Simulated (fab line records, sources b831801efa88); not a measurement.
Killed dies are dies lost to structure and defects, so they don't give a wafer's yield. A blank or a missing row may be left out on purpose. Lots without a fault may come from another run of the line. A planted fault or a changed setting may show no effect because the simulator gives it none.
fab line records | flow sky130
record lots=13 wafers=39 last_day=50
route steps=708 shown NWELL@81 VT_ADJUST_HVTP@93 LDD_N@247 LDD_LDN@302
lots that met no fault: from a run of the same line without faults
start_h: hours from the record's first day to the start of the lot's first wafer shown | wait_h: hours since the lot's step before | " the same as in the row above | L1.1+2: a row that stands for several wafers | - no value, or no start given | * or withheld: withheld | < > ~ a bound
route shown NAME@n: a module of which the file shows steps, and the number in the route of the first | usual: mean/standard deviation of fault-free wafers | same: alike in all rows | chamber/n: place in a boat | sites: the reading at each site | _std_site: their standard deviation | _edge_site: outer sites' mean less inner sites' | radius_mm: how far each site lies from the wafer's centre | mask NAME#n: copy n | behind: the tool/chamber that last shaped the wafer | hold: why the lot was held/for how many hours/how that ended | device: the transistor (n, p or np) that didn't switch | end of line: the same wafers' tests at the end of the route | a step without rows: its recipe alone | killed: dies lost to structure and defects at the first sort, not the wafer's yield | map: a wafer's dies, x killed, . not, _ none there
set.NAME: the setting as run; set.NAME@STEP: as run at that earlier step | model.NAME: the simulator's own value behind a step, which no gauge read
steps of the route over a sample of lots; a table a step, a row a wafer
services: from which hour (start_h, from the record's first day; less than 0 if before it) a tool's chamber was out of use, for how many hours, and why
## steps
# step SKY_NWELL_RTA_28
# recipe temp_c=1050 time_s=30 idle_temp_c=650 ramp_up_c_per_s=150 ramp_down_c_per_s=90 ambient=N2
# usual chamber_o2_ppm=1.999/0.022 lamp_power_pct=25.31/0.051 ramp_up_c_per_s=150.00/0.025 wafer_temp_C_max=1054.9/1
# columns lot.wafer tool chamber start_h wait_h chamber_o2_ppm lamp_power_pct ramp_up_c_per_s wafer_temp_C_max
L363.3 rtp_anneal-01 0 110.88 0.0 1.980 25.23 149.99 1054.5
L363.5 " 0 " " 2.005 25.34 150.00 1054.8
L363.6 " 0 " " 1.947 25.37 150.01 1056.4
L364.1 rtp_anneal-02 0 115.96 0.0 2.000 25.34 150.02 1054.8
L364.2 " 0 " " 2.016 25.35 150.02 1054.2
L364.4 " 0 " " 2.022 25.30 149.98 1054.0
L367.2 rtp_anneal-02 0 135.82 0.0 2.014 25.35 149.96 1054.1
L367.3 " 0 " " 1.987 25.41 150.02 1055.4
L367.5 " 0 " " 1.990 25.25 150.01 1053.9
L368.1 rtp_anneal-02 0 139.55 0.0 1.990 25.28 150.03 1055.4
L368.2 " 0 " " 2.022 25.39 150.03 1054.0
L368.6 " 0 " " 2.025 25.25 149.98 1054.6
L370.1 rtp_anneal-01 0 151.37 0.0 1.970 25.36 149.99 1056.7
L370.4 " 0 " " 1.991 25.34 149.99 1053.7
L370.5 " 0 " " 1.954 25.30 150.00 1055.2
L372.2 rtp_anneal-02 0 161.60 0.0 1.985 25.32 149.99 1054.2
L372.4 " 0 " " 1.992 25.30 150.00 1055.9
L372.5 " 0 " " 1.950 25.33 149.95 1053.4
L374.2 rtp_anneal-01 0 176.84 0.0 1.991 25.27 149.97 1054.9
L374.3 " 0 " " 2.012 25.31 150.01 1055.4
L374.5 " 0 " " 1.975 25.36 149.97 1053.9
L375.1 rtp_anneal-02 0 181.74 0.0 1.983 25.32 150.02 1054.5
L375.4 " 0 " " 1.986 25.36 149.99 1054.6
L375.5 " 0 " " 2.009 25.25 150.00 1054.2
L380.1 rtp_anneal-01 0 212.66 0.0 2.003 25.26 150.02 1054.9
L380.2 " 0 " " 1.996 25.25 150.01 1054.7
L380.4 " 0 " " 1.987 25.24 150.00 1055.8
L381.2 rtp_anneal-01 0 224.99 0.0 1.970 25.36 150.01 1054.9
L381.4 " 0 " " 1.961 25.27 149.97 1054.5
L381.6 " 0 " " 1.974 25.31 150.03 1054.2
L383.3 rtp_anneal-02 0 231.47 0.0 2.012 25.31 149.96 1054.9
L383.5 " 0 " " 2.002 25.30 150.01 1056.0
L383.6 " 0 " " 1.998 25.30 150.04 1053.7
L384.3 rtp_anneal-02 0 239.46 0.0 2.001 25.29 150.00 1055.8
L384.4 " 0 " " 2.012 25.43 150.04 1055.4
L384.5 " 0 " " 1.983 25.30 150.00 1054.4
L385.1 rtp_anneal-01 0 244.14 0.0 1.993 25.28 149.99 1054.0
L385.2 " 0 " " 1.971 25.28 150.00 1054.3
L385.6 " 0 " " 1.988 25.25 149.97 1056.2
# step SKY_VT_ADJUST_HVTP_OVL_MEAS_08
# usual VT_ADJUST_HVTP_OVL=0.3/1.4
# columns lot.wafer tool chamber start_h wait_h VT_ADJUST_HVTP_OVL[nm]
L363.3 overlay-02 - 128.97 0.1 2.0
L363.5 " - " " -0.3
L363.6 " - " " 1.9
L364.1 overlay-02 - 134.11 0.1 1.8
L364.2 " - " " 3.0
L364.4 " - " " 2.5
L367.2 overlay-02 - 154.75 0.1 2.1
L367.3 " - " " 2.6
L367.5 " - " " 1.7
L368.1 overlay-01 - 159.76 0.1 -0.2
L368.2 " - " " -0.7
L368.6 " - " " -1.1
L370.1 overlay-02 - 171.78 0.1 1.2
L370.4 " - " " 0.7
L370.5 " - " " -0.3
L372.2 overlay-02 - 182.22 0.1 -1.3
L372.4 " - " " -2.8
L372.5 " - " " -1.1
L374.2 overlay-01 - 198.07 0.1 -0.9
L374.3 " - " " -1.5
L374.5 " - " " -1.4
L375.1 overlay-01 - 203.50 0.1 -0.6
L375.4 " - " " -1.0
L375.5 " - " " -0.5
L380.1 overlay-01 - 233.90 0.1 0.9
L380.2 " - " " -2.0
L380.4 " - " " 0.7
L381.2 overlay-02 - 247.45 0.1 -1.9
L381.4 " - " " 0.5
L381.6 " - " " 1.3
L383.3 overlay-02 - 254.71 0.1 2.1
L383.5 " - " " 1.7
L383.6 " - " " 1.1
L384.3 overlay-01 - 262.07 0.1 2.1
L384.4 " - " " 0.3
L384.5 " - " " 0.7
L385.1 overlay-01 - 267.46 0.1 2.0
L385.2 " - " " -0.7
L385.6 " - " " 0.8
# step SKY_LDD_N_IMPLANT_10
# recipe species=As energy_kev=20 dose_cm2=7.5e+13 tilt_deg=withheld rotation_deg=203
# usual beam_energy_keV=20.000/0.0061 rotation_deg=203.00/0.047
# columns lot.wafer tool chamber start_h wait_h beam_energy_keV rotation_deg
L363.3 implanter-03 0 409.80 0.1 20.005 202.98
L363.5 " 0 " " 20.007 202.94
L363.6 " 0 " " 20.007 202.96
L364.1 implanter-02 0 417.34 0.1 19.997 203.06
L364.2 " 0 " " 19.999 202.95
L364.4 " 0 " " 19.997 203.07
L367.2 implanter-02 0 443.57 0.1 19.999 203.04
L367.3 " 0 " " 20.006 202.96
L367.5 " 0 " " 20.008 202.94
L368.1 implanter-03 0 456.00 0.1 20.004 202.96
L368.2 " 0 " " 20.008 203.01
L368.6 " 0 " " 20.004 202.96
L370.1 implanter-03 0 481.87 0.2 20.000 203.05
L370.4 " 0 " " 20.000 203.01
L370.5 " 0 " " 20.001 203.03
L372.2 implanter-03 0 496.37 0.1 19.997 203.02
L372.4 " 0 " " 20.002 203.02
L372.5 " 0 " " 20.002 203.01
L374.2 implanter-01 0 508.37 0.1 19.998 202.96
L374.3 " 0 " " 20.004 203.04
L374.5 " 0 " " 20.000 203.04
L375.1 implanter-03 0 516.82 0.1 19.986 202.98
L375.4 " 0 " " 19.993 203.03
L375.5 " 0 " " 19.991 202.99
L380.1 implanter-03 0 555.74 0.1 18.222 203.01
L380.2 " 0 " " 18.222 203.00
L380.4 " 0 " " 18.224 203.01
L381.2 implanter-03 0 574.12 0.1 18.227 202.96
L381.4 " 0 " " 18.217 202.98
L381.6 " 0 " " 18.232 203.01
L383.3 implanter-03 0 581.90 0.1 18.229 203.01
L383.5 " 0 " " 18.231 203.06
L383.6 " 0 " " 18.227 202.98
L384.3 implanter-02 0 591.04 0.1 20.004 202.90
L384.4 " 0 " " 19.989 203.00
L384.5 " 0 " " 19.987 202.95
L385.1 implanter-02 0 595.69 0.1 19.988 202.96
L385.2 " 0 " " 20.003 203.07
L385.6 " 0 " " 20.005 202.89
# step SKY_LDD_LDN_TW_MEAS_13
# usual LDD_LDN_TW=1481/8.3
# columns lot.wafer tool chamber start_h wait_h LDD_LDN_TW
L363.3 film_metro-04 - 535.22 0.1 1479
L363.5 " - " " 1482
L363.6 " - " " 1476
L364.1 film_metro-02 - 541.27 0.1 1483
L364.2 " - " " 1489
L364.4 " - " " 1488
L367.2 film_metro-02 - 566.66 0.1 1487
L367.3 " - " " 1482
L367.5 " - " " 1476
L368.1 film_metro-04 - 579.32 0.1 1484
L368.2 " - " " 1478
L368.6 " - " " 1481
L370.1 film_metro-03 - 604.37 0.1 1486
L370.4 " - " " 1482
L370.5 " - " " 1484
L372.2 film_metro-03 - 616.85 0.1 1488
L372.4 " - " " 1480
L372.5 " - " " 1491
L374.2 film_metro-03 - 628.03 0.1 1473
L374.3 " - " " 1459
L374.5 " - " " 1470
L375.1 film_metro-03 - 635.27 0.1 1472
L375.4 " - " " 1469
L375.5 " - " " 1474
L380.1 film_metro-03 - 673.70 0.1 1485
L380.2 " - " " 1479
L380.4 " - " " 1481
L381.2 film_metro-02 - 690.36 0.1 1492
L381.4 " - " " 1498
L381.6 " - " " 1489
L383.3 film_metro-02 - 697.84 0.1 1496
L383.5 " - " " 1491
L383.6 " - " " 1489
L384.3 film_metro-04 - 706.44 0.1 1475
L384.4 " - " " 1470
L384.5 " - " " 1472
L385.1 film_metro-04 - 709.65 0.1 1478
L385.2 " - " " 1477
L385.6 " - " " 1482
## services
# columns tool chamber start_h hours kind
rtp_anneal-02 - 87.70 5.2 pm
implanter-01 - 94.78 8.4 repair
implanter-01 - 122.25 1.6 repair
implanter-03 - 189.38 0.7 repair
implanter-02 - 212.21 4.0 pm
rtp_anneal-01 - 220.73 3.5 pm
implanter-01 - 222.65 4.8 repair
implanter-02 - 227.04 106.0 repair
rtp_anneal-02 - 264.88 8.1 pm
implanter-03 - 294.63 1.0 repair
implanter-02 - 326.89 1.3 repair
implanter-03 - 331.24 1.9 repair
implanter-02 - 333.04 5.5 pm
implanter-01 - 338.40 5.3 repair
implanter-01 - 349.03 3.5 repair
implanter-01 - 352.56 3.8 pm
implanter-03 - 354.70 3.4 pm
implanter-02 - 358.34 21.0 pm
implanter-02 - 409.17 4.1 repair
implanter-03 - 437.06 1.8 pm
implanter-03 - 449.85 2.4 repair
implanter-02 - 503.53 3.3 repair
implanter-01 - 527.61 5.5 repair
implanter-03 - 589.34 141.5 pm
## key
first_sign step=SKY_LDD_N_IMPLANT_10 reading=beam_energy_keV direction=down sigmas=99+ usual=* struck=*
effect none on later readings
met_at SKY_LDD_N_IMPLANT_10
struck_lots L380,L381,L383
tester_left_out L380,L381,L383
not_acting_at SKY_NWELL_RTA_28,SKY_VT_ADJUST_HVTP_OVL_MEAS_08,SKY_LDD_LDN_TW_MEAS_13
onset_between 516.82 555.74
fault kind=process_parameter_drift tool=implanter-03 chamber=- onset_h=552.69 steps=SKY_LDD_N_IMPLANT_10 channel=energy_kev offset=* shape=step end_h=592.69 acts_in=* stated=*
# tester_left_out: of these lots the tester's yield and bins aren't shown, on N5 and GAA mostly nor the transistor test; their killed dies are dies lost to structure and defects alone, not to doping, threshold or leakage, so they don't give the yield
